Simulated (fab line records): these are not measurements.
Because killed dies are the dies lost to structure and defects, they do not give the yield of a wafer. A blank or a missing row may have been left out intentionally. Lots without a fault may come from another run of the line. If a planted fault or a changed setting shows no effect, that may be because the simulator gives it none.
Which tool is to blame?    flow gf180mcu    Sampling: 6 lots, 18 wafers, 5 of 602 route steps

WHAT THE GAUGES SHOWED, per wafer
GF_V4_THK_MEAS_01.
lot   measured      on             V4_CVD_00_THK (nm)
L678  day 24 11:28  film metro-02  613 605 601
L681  day 25 12:59  film metro-02  602 599 599
L684  day 26 10:31  film metro-03  594 611 607
L686  day 27 01:14  film metro-03  593 603 602
L695  day 29 17:53  film metro-03  610 614 612
L699  day 30 15:53  film metro-03  604 606 607

WHAT TOOL EACH LOT RAN ON (gives the tool, then ch and the chambers of the sampled wafers, and finally the start)
lot   GF_MVPSD_STRIP_10                     GF_PSD_COAT_02                     GF_PSD_STRIP_10                       GF_M2_STRIP_17
L678  plasma asher-04 ch 0,1, day 5 13:47   litho track-02 ch 0, day 14 16:32  plasma asher-02 ch 1, day 15 03:29    plasma asher-03 ch 1, day 20 06:16
L681  plasma asher-01 ch 0,1, day 6 10:21   litho track-02 ch 0, day 15 17:47  plasma asher-03 ch 0,1, day 16 05:14  plasma asher-03 ch 0,1, day 21 11:46
L684  plasma asher-03 ch 0,1, day 7 03:37   litho track-04 ch 0, day 16 18:15  plasma asher-03 ch 1, day 17 05:50    plasma asher-01 ch 0,1, day 22 11:32
L686  plasma asher-01 ch 0,1, day 7 14:26   litho track-02 ch 0, day 17 07:47  plasma asher-03 ch 0,1, day 17 20:08  plasma asher-01 ch 1, day 23 02:46
L695  plasma asher-03 ch 0,1, day 9 21:25   litho track-03 ch 0, day 20 15:17  plasma asher-02 ch 0,1, day 21 03:58  plasma asher-02 ch 0,1, day 26 03:37
L699  plasma asher-03 ch 0,1, day 10 18:05  litho track-04 ch 0, day 21 19:43  plasma asher-02 ch 0,1, day 22 08:00  plasma asher-03 ch 0,1, day 27 04:07
- GF_MVPSD_STRIP_10: strips in O2/N2.
- GF_PSD_COAT_02: resist thk 1000 nm.
- GF_PSD_STRIP_10: strips in O2/N2.
- GF_M2_STRIP_17: strips in O2/N2.

THE ANSWER, worked out from the rows above alone
Rule: usual is defined by the lots themselves. The widest of any qualifying gaps counts: lots, ordered by their means at a reading, are off when they make up no more than a third of the lots, leave a main group of 4 or more, and stand apart from it by 3 or more times the standard deviation of that group's means. A main group is skipped when, at the precision printed for the reading in the tables above, its means are all equal. A lot without any number at a reading at which 4 lots or more have one is off too. Where the step has rows for the other lots, those lots are counted as sound.
Nothing can be told from this: no lot is off at any reading shown.

WHAT THE SIMULATOR HAD INSERTED
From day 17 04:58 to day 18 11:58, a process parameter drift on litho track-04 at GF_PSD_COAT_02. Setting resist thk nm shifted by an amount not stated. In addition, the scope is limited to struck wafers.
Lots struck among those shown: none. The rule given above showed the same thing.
